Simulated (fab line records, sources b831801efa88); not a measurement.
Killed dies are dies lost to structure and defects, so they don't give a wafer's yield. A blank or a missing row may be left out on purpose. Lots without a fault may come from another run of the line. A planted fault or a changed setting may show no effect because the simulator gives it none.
Which tool did it? | flow gf180mcu | 24 lots, 72 wafers sampled, at 4 steps of a route of 602

WHAT THE GAUGES READ, wafer by wafer
GF_M2_THK_MEAS_06: measures by xrf. Usual: M2_ALCU_THK 445 nm, standard deviation 5.2.
lot  | measured     | on            | M2_ALCU_THK (nm) | flag
L074 | day 18 09:07 | film_metro-01 | 442 441 446      |
L075 | day 18 16:08 | film_metro-02 | 440 437 434      |
L076 | day 19 04:08 | film_metro-03 | 450 454 450      |
L077 | day 19 12:02 | film_metro-02 | 449 444 448      |
L078 | day 20 00:07 | film_metro-02 | 451 444 447      |
L079 | day 20 08:35 | film_metro-02 | 442 439 442      |
L080 | day 20 15:00 | film_metro-02 | 446 442 446      |
L081 | day 21 07:28 | film_metro-03 | 450 450 453      |
L082 | day 21 15:45 | film_metro-03 | 454 453 457      |
L083 | day 22 02:47 | film_metro-01 | 438 441 437      |
L084 | day 22 07:43 | film_metro-01 | 443 446 442      |
L085 | day 22 18:07 | film_metro-02 | 440 440 436      |
L086 | day 22 22:47 | film_metro-01 | 446 440 444      |
L087 | day 23 07:59 | film_metro-02 | 437 442 437      |
L088 | day 23 11:46 | film_metro-01 | 438 443 441      |
L089 | day 24 01:41 | film_metro-01 | 439 444 437      |
L090 | day 24 10:32 | film_metro-03 | 447 443 445      |
L091 | day 24 17:46 | film_metro-03 | 444 445 449      |
L092 | day 24 21:05 | film_metro-02 | 442 443 443      |
L093 | day 25 08:56 | film_metro-02 | 442 439 436      |
L094 | day 25 12:29 | film_metro-03 | 451 453 454      |
L095 | day 25 22:04 | film_metro-01 | 448 451 450      |
L096 | day 26 03:28 | film_metro-01 | 446 444 444      |
L097 | day 26 11:41 | film_metro-02 | 451 451 446      |

GF_V4_OVL_MEAS_15. Usual: V4_OVL -4 nm, standard deviation 4.9.
lot  | measured     | on         | V4_OVL (nm) | flag
L074 | day 24 14:26 | overlay-01 | -1 -3 -6    |
L075 | day 24 21:31 | overlay-01 | 1 3 0       |
L076 | day 25 09:26 | overlay-01 | -9 -5 -5    |
L077 | day 25 15:28 | overlay-01 | 0 3 1       |
L078 | day 26 01:27 | overlay-01 | -4 -8 -10   |
L079 | day 26 09:21 | overlay-02 | -6 -9 -2    |
L080 | day 26 15:37 | overlay-01 | -3 -8 -11   |
L081 | day 27 05:13 | overlay-01 | -1 -1 -3    |
L082 | day 27 13:13 | overlay-02 | -14 -7 -6   |
L083 | day 27 21:16 | overlay-02 | -3 -6 -8    |
L084 | day 28 01:32 | overlay-02 | -13 -5 -13  |
L085 | day 28 11:16 | overlay-01 | 4 -10 -3    |
L086 | day 28 14:10 | overlay-01 | -4 5 -2     |
L087 | day 28 22:29 | overlay-01 | -2 -5 -5    |
L088 | day 29 01:35 | overlay-02 | -6 -7 -3    |
L089 | day 29 14:31 | overlay-02 | -3 4 -5     |
L090 | day 29 20:34 | overlay-01 | -3 -6 1     |
L091 | day 30 04:04 | overlay-02 | -10 0 -7    |
L092 | day 30 05:39 | overlay-02 | -6 -1 -2    |
L093 | day 30 15:01 | overlay-02 | 11 -1 3     |
L094 | day 30 19:02 | overlay-01 | -1 -5 -7    |
L095 | day 31 03:37 | overlay-02 | -13 -8 -14  |
L096 | day 31 09:44 | overlay-01 | 0 -2 4      |
L097 | day 31 15:34 | overlay-01 | -10 -10 -13 |

WHICH TOOL RAN EACH LOT (tool, then ch and the chambers of the sampled wafers, then the start)
lot  | GF_M3_SPUTTER_02             | GF_M3_STRIP_17
L074 | pvd_sputter-03, day 20 12:29 | plasma_asher-04 ch 0,1, day 21 12:59
L075 | pvd_sputter-02, day 20 20:37 | plasma_asher-02 ch 0,1, day 21 20:47
L076 | pvd_sputter-03, day 21 08:41 | plasma_asher-04 ch 1, day 22 09:06
L077 | pvd_sputter-01, day 21 15:20 | plasma_asher-02 ch 0,1, day 22 15:21
L078 | pvd_sputter-01, day 22 02:47 | plasma_asher-03 ch 0,1, day 23 02:29
L079 | pvd_sputter-01, day 22 11:43 | plasma_asher-02 ch 0,1, day 23 10:48
L080 | pvd_sputter-01, day 22 18:24 | plasma_asher-03 ch 0,1, day 23 17:34
L081 | pvd_sputter-03, day 23 09:58 | plasma_asher-02 ch 0,1, day 24 08:42
L082 | pvd_sputter-01, day 23 17:59 | plasma_asher-04 ch 0,1, day 24 16:59
L083 | pvd_sputter-02, day 24 03:49 | plasma_asher-03 ch 0,1, day 25 02:15
L084 | pvd_sputter-03, day 24 07:47 | plasma_asher-03 ch 0,1, day 25 06:23
L085 | pvd_sputter-03, day 24 18:08 | plasma_asher-02 ch 0,1, day 25 16:34
L086 | pvd_sputter-02, day 24 22:05 | plasma_asher-04 ch 0,1, day 25 19:29
L087 | pvd_sputter-03, day 25 08:09 | plasma_asher-02 ch 0,1, day 26 06:05
L088 | pvd_sputter-03, day 25 11:19 | plasma_asher-04 ch 0,1, day 26 09:05
L089 | pvd_sputter-03, day 26 01:53 | plasma_asher-02 ch 0, day 26 23:11
L090 | pvd_sputter-02, day 26 08:44 | plasma_asher-03 ch 0,1, day 27 04:51
L091 | pvd_sputter-02, day 26 15:11 | plasma_asher-03 ch 0,1, day 27 11:53
L092 | pvd_sputter-02, day 26 18:35 | plasma_asher-04 ch 0,1, day 27 15:09
L093 | pvd_sputter-01, day 27 06:01 | plasma_asher-03 ch 0,1, day 28 02:45
L094 | pvd_sputter-01, day 27 09:47 | plasma_asher-04 ch 0,1, day 28 06:07
L095 | pvd_sputter-02, day 27 19:16 | plasma_asher-03 ch 0,1, day 28 15:25
L096 | pvd_sputter-03, day 28 00:20 | plasma_asher-03 ch 0,1, day 28 20:19
L097 | pvd_sputter-02, day 28 07:26 | plasma_asher-04 ch 0,1, day 29 03:29
- GF_M3_SPUTTER_02: material AlCu, target thk 450 nm, time 23.9 s.
- GF_M3_STRIP_17: strips in O2/N2.

WHAT THE TOOLS THEMSELVES READ (means of the sampled wafers that have a number; where no wafer has one, the mark that the record gives instead)
GF_M3_SPUTTER_02. Usual: throttle_valve_pct 30.5 %, standard deviation 1.2.
lot  | tool           | throttle_valve_pct (%) | flag
L074 | pvd_sputter-03 | 29.9                   |
L075 | pvd_sputter-02 | 29.3                   |
L076 | pvd_sputter-03 | 31.2                   |
L077 | pvd_sputter-01 | 31.1                   |
L078 | pvd_sputter-01 | 30.7                   |
L079 | pvd_sputter-01 | 30.9                   |
L080 | pvd_sputter-01 | 30.8                   |
L081 | pvd_sputter-03 | 30.5                   |
L082 | pvd_sputter-01 | 30.7                   |
L083 | pvd_sputter-02 | 28.4                   |
L084 | pvd_sputter-03 | 31.0                   |
L085 | pvd_sputter-03 | 30.4                   |
L086 | pvd_sputter-02 | 29.9                   |
L087 | pvd_sputter-03 | 29.5                   |
L088 | pvd_sputter-03 | 30.8                   |
L089 | pvd_sputter-03 | 29.7                   |
L090 | pvd_sputter-02 | 29.5                   |
L091 | pvd_sputter-02 | 29.2                   |
L092 | pvd_sputter-02 | 31.7                   |
L093 | pvd_sputter-01 | 31.0                   |
L094 | pvd_sputter-01 | 30.8                   |
L095 | pvd_sputter-02 | 30.6                   |
L096 | pvd_sputter-03 | 30.8                   |
L097 | pvd_sputter-02 | 29.5                   |

GF_M3_STRIP_17. Usual: drypump_motor_current_A 5.91 A, standard deviation 0.29; heater_power_w 327 W, standard deviation 29; oes_product_au 0.558 a.u., standard deviation 0.0044; strip_time_to_endpoint_s 7.88 s, standard deviation 0.035.
lot  | tool            | drypump_motor_current_A (A) | heater_power_w (W) | oes_product_au (a.u.) | strip_time_to_endpoint_s (s) | flag
L074 | plasma_asher-04 | 5.47                        | 310                | 0.557                 | 7.87                         |
L075 | plasma_asher-02 | 6.15                        | 356                | 0.551                 | 7.86                         |
L076 | plasma_asher-04 | 5.79                        | 278                | 0.559                 | 7.92                         |
L077 | plasma_asher-02 | 6.18                        | 352                | 0.558                 | 7.87                         |
L078 | plasma_asher-03 | 6.03                        | 341                | 0.558                 | 7.90                         |
L079 | plasma_asher-02 | 6.13                        | 334                | 0.556                 | 7.86                         |
L080 | plasma_asher-03 | 6.00                        | 336                | 0.554                 | 7.80                         |
L081 | plasma_asher-02 | 6.12                        | 334                | 0.561                 | 7.90                         |
L082 | plasma_asher-04 | 5.65                        | 292                | 0.556                 | 7.84                         |
L083 | plasma_asher-03 | 6.04                        | 342                | 0.558                 | 7.87                         |
L084 | plasma_asher-03 | 6.01                        | 336                | 0.560                 | 7.90                         |
L085 | plasma_asher-02 | 6.17                        | 352                | 0.557                 | 7.86                         |
L086 | plasma_asher-04 | 5.48                        | 311                | 0.558                 | 7.89                         |
L087 | plasma_asher-02 | 6.11                        | 331                | 0.555                 | 7.86                         |
L088 | plasma_asher-04 | 5.49                        | 310                | 0.557                 | 7.91                         |
L089 | plasma_asher-02 | 6.22                        | 371                | 0.560                 | 7.87                         |
L090 | plasma_asher-03 | 6.08                        | 328                | 0.559                 | 7.89                         |
L091 | plasma_asher-03 | 6.04                        | 338                | 0.558                 | 7.91                         |
L092 | plasma_asher-04 | 5.63                        | 292                | 0.559                 | 7.90                         |
L093 | plasma_asher-03 | 6.02                        | 342                | 0.556                 | 7.90                         |
L094 | plasma_asher-04 | 5.64                        | 296                | 0.560                 | 7.92                         |
L095 | plasma_asher-03 | 6.01                        | 341                | 0.558                 | 7.91                         |
L096 | plasma_asher-03 | 6.09                        | 330                | 0.561                 | 7.90                         |
L097 | plasma_asher-04 | 5.49                        | 313                | 0.562                 | 7.87                         |

THE ANSWER, worked out from the rows above alone
Rule: a lot is off if the mean of its wafers that have a number lies more than 3 standard deviations from the usual mean. A lot without any number at a reading at which 4 lots or more have one is off too. The other lots that the step has rows for count as sound. The gauges are gone through in route order, then the tools' own readings, and for those a lot's mean is taken as printed above. The first step at which some lot is off is used, and at that step the reading that is off furthest; a lot without a number counts as furthest.
No lot is off at any reading shown: from this, nothing can be told.

WHAT THE SIMULATOR HAD PUT IN
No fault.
